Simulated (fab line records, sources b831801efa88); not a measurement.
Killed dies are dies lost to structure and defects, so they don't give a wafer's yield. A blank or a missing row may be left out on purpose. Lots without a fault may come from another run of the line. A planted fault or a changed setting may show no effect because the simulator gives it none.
Which tool did it? | flow gf180mcu | 6 lots, 18 wafers sampled, at 2 steps of a route of 602

WHAT THE GAUGES READ, wafer by wafer
GF_STI_THK_MEAS_04.
lot  | measured    | on            | STI_CVD_03_THK (nm)
L874 | day 2 00:10 | film_metro-02 | 207.3 207.9 208.2
L876 | day 2 11:22 | film_metro-02 | 211.3 212.0 212.4
L883 | day 3 20:34 | film_metro-04 | 208.5 205.4 206.8
L887 | day 4 16:34 | film_metro-01 | 230.1 233.0 230.8
L891 | day 5 12:34 | film_metro-04 | 211.2 211.2 211.7
L895 | day 6 08:53 | film_metro-02 | 205.0 205.5 205.2

WHICH TOOL RAN EACH LOT (tool, then ch and the chambers of the sampled wafers, then the start)
lot  | GF_STI_CVD_03
L874 | lpcvd-02 ch 0, day 1 22:09
L876 | lpcvd-02 ch 0, day 2 08:23
L883 | lpcvd-01 ch 1, day 3 18:34
L887 | lpcvd-01 ch 1, day 4 14:34
L891 | lpcvd-02 ch 0, day 5 10:34
L895 | lpcvd-02 ch 0, day 6 06:52
- GF_STI_CVD_03: deposits Si3N4 from DCS/NH3, target thk 207.16 nm, time 3551 s.

THE ANSWER, worked out from the rows above alone
Rule: what is usual is taken from the lots themselves. Put in order of their means at a reading, lots are off if they are a third of the lots or fewer, leave a main group of 4 or more, and stand apart from it by a gap of 3 or more times the standard deviation of the main group's means; of several such gaps the widest counts. A main group whose means are all the same, to the digits that the tables above print for the reading, isn't used. A lot without any number at a reading at which 4 lots or more have one is off too. The other lots that the step has rows for count as sound.
Off: L887, at GF_STI_THK_MEAS_04 (STI_CVD_03_THK). The main group: mean 208.6 nm, standard deviation 2.6.
A tool fits if, at a process step before that reading, it ran every lot that is off, and no sound lot after the first of them. The gauges at GF_STI_THK_MEAS_04 are tried like those tools. Can't be told from this: 2 tools fit, lpcvd-01 at GF_STI_CVD_03, film_metro-01 at GF_STI_THK_MEAS_04.

WHAT THE SIMULATOR HAD PUT IN
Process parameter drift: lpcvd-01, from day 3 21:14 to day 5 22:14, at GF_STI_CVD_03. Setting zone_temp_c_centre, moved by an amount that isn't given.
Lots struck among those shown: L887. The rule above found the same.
